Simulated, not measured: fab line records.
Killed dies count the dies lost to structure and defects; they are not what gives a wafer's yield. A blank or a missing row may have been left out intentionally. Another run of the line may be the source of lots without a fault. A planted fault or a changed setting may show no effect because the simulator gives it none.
Code-filled problem report in 8D (eight disciplines) form || flow gf180mcu || the parts of the form that need people (team, actions taken, sign-off) are left out

1. PROBLEM STATEMENT
killed-at-other at GF_PASSIVATION_PROBE_99 reads a mean of 32.8 on 6 wafers of 2 lots; wafers without a fault read 0.1 with a standard deviation of 0.33. So: +99 or more standard deviations from the usual mean.
First observed at day 33 08:01: wafer L130.1, on prober-01. The record has a number at this step for 6 wafers belonging to 2 lots. Rule for "out" (also "out of limits"): further than 4 standard deviations from the usual mean. All remaining wafers that have a number are taken as sound.

2. WHAT THIS IS AND IS NOT
{"question": "which readings at this step", "is": "killed-at-other", "is not": "killed-at-contacts, killed-open, killed-short"}
{"question": "which lots", "is": "L130, L135", "is not": "-"}
{"question": "which wafers of those lots", "is": "all that have a number", "is not": "-"}
{"question": "read on which tools", "is": "prober-01, prober-02", "is not": "-"}
{"question": "when", "is": "from day 33 08:01", "is not": "up to then (0 sound wafers)"}

3. WHAT RULES OUT EACH SUSPECT
Counting: any tool at a process step up to the reading is kept as a suspect provided that every lot that is out went through it and no sound lot did after the first of them.
- cvd-w-01 at GF_V4_CVD_23 (deposits W, target thk 350 nm, time 104.9 s): kept. It ran every lot that is out, first L130 (day 29 10:26), and no sound lot after that.
- pvd-sputter-01 at GF_MIM_SPUTTER_01 (material TiN, target thk 30 nm, time 25 s): kept. It ran every lot that is out, first L130 (day 29 11:08), and no sound lot after that.
What counting leaves: cvd-w-01 at GF_V4_CVD_23 and pvd-sputter-01 at GF_MIM_SPUTTER_01.

4. THE CAUSE (what the simulator had put in)
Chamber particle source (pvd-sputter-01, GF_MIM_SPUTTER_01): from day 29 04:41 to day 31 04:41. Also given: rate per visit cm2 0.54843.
After counting, 2 suspects remain, this tool included.

5. SEQUENCE OF EFFECTS, ordered by route
Each row: a reading whose mean over the struck wafers that have a number lies more than 3 standard deviations from the usual. Scope: only readings with a usual standard deviation given in the record; hours: median across lots of the time from each lot's start at the first step in this table that gives one to its start at this step; sigmas: change in usual standard deviations.
{"hours": 0, "step": "GF_PASSIVATION_PROBE_99", "reading": "defect-limited-yield", "usual": "90.2 %", "on struck wafers": 83.4, "change": -6.8, "sigmas": -4.5}
{"hours": 0, "step": "GF_PASSIVATION_PROBE_99", "reading": "killed-at-other", "usual": 0.1, "on struck wafers": 32.8, "change": "+32.7", "sigmas": "+99 or more"}
{"hours": 0, "step": "GF_PASSIVATION_PROBE_99", "reading": "killed-dies", "usual": 48, "on struck wafers": 82, "change": "+34", "sigmas": "+4.6"}
{"hours": 0, "step": "GF_PASSIVATION_PROBE_99", "reading": "sort_bin_3_pad_short", "usual": "0.5 %", "on struck wafers": 1.9, "change": "+1.4", "sigmas": "+4.5"}
{"hours": 0, "step": "GF_PASSIVATION_PROBE_99", "reading": "sort_bin_5_function", "usual": "5.8 %", "on struck wafers": 10.2, "change": "+4.4", "sigmas": "+4.0"}
{"hours": 0, "step": "GF_PASSIVATION_PROBE_99", "reading": "sort-n-pass", "usual": 444, "on struck wafers": 410, "change": -34, "sigmas": -4.6}
{"hours": 0, "step": "GF_PASSIVATION_PROBE_99", "reading": "sort-yield-pct", "usual": "90.2 %", "on struck wafers": 83.4, "change": -6.8, "sigmas": -4.5}
Its process steps:
- GF_PASSIVATION_PROBE_99

6. WHAT WOULD HAVE CAUGHT IT SOONER
In this record the first reading out of limits was taken at day 33 08:01, 99 hours after the fault began at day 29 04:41.
Tool readings at GF_MIM_SPUTTER_01 with a usual standard deviation given in the record: none out on any struck wafer, hence no alarm at a limit of 4 standard deviations on them.
By day 33 08:01, every lot that is out (2) had started GF_MIM_SPUTTER_01 on pvd-sputter-01. Holding the tool at that point would not have protected any of them.
